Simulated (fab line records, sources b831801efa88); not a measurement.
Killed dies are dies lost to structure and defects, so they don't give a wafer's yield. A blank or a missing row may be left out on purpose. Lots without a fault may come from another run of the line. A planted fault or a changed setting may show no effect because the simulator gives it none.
Chamber matching | flow sfq_line | SFQ_TRILAYER_I0_CMP_CMP_028 on cmp-01: 4 sister chambers
The step polishes SiO2. 8 wafers are shown with their chamber, then 8 later ones without.

WAFERS WITH THEIR CHAMBER
wafer  | chamber | time_to_endpoint_s (s) | motor_current_A (A)
L618.3 | 2       | 216                    | 10.1
L621.1 | 3       | 223                    | 10.0
L621.3 | 0       | 209                    | 10.1
L622.4 | 0       | 214                    | 11.2
L630.1 | 2       | 219                    | 9.8
L630.4 | 1       | 221                    | 10.6
L630.5 | 1       | 232                    | 10.4
L631.1 | 3       | 215                    | 10.2

WAFERS WITHOUT THEIR CHAMBER
wafer  | time_to_endpoint_s (s) | motor_current_A (A)
L631.2 | 202                    | 10.7
L631.6 | 217                    | 10.3
L636.2 | 210                    | 10.4
L636.3 | 219                    | 10.6
L636.4 | 213                    | 9.8
L637.1 | 210                    | 10.6
L637.2 | 214                    | 9.8
L637.3 | 220                    | 9.9

WHICH CHAMBER EACH WENT THROUGH
wafer  | from the rows above               | in truth
L631.2 | can't be placed: 0 or 2 or 3      | 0
L631.6 | can't be placed: 3 or 2 or 0 or 1 | 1
L636.2 | can't be placed: 0 or 2 or 3      | 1
L636.3 | can't be placed: 3 or 0 or 1 or 2 | 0
L636.4 | can't be placed: 2 or 3 or 0      | 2
L637.1 | can't be placed: 0 or 3 or 2      | 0
L637.2 | can't be placed: 2 or 3 or 0      | 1
L637.3 | can't be placed: 2 or 3 or 1 or 0 | 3
Placed correctly: 0 of 8. Can't be placed from these rows: 8 (the true chamber is among the candidates in 6). Placed wrongly: 0.
How it was worked out, from the rows above alone: a wafer's distance from a chamber is the root of the sum, over the readings, of the square of ((its reading less the chamber's mean) divided by the reading's scatter). The wafer belongs to the nearest chamber; if the next one is less than 2 further off, it can't be placed. A chamber's mean is the mean of its shown wafers. The scatter: the root of (the sum of the squares of (reading less its chamber's mean) over the shown wafers, divided by (wafers less chambers)).
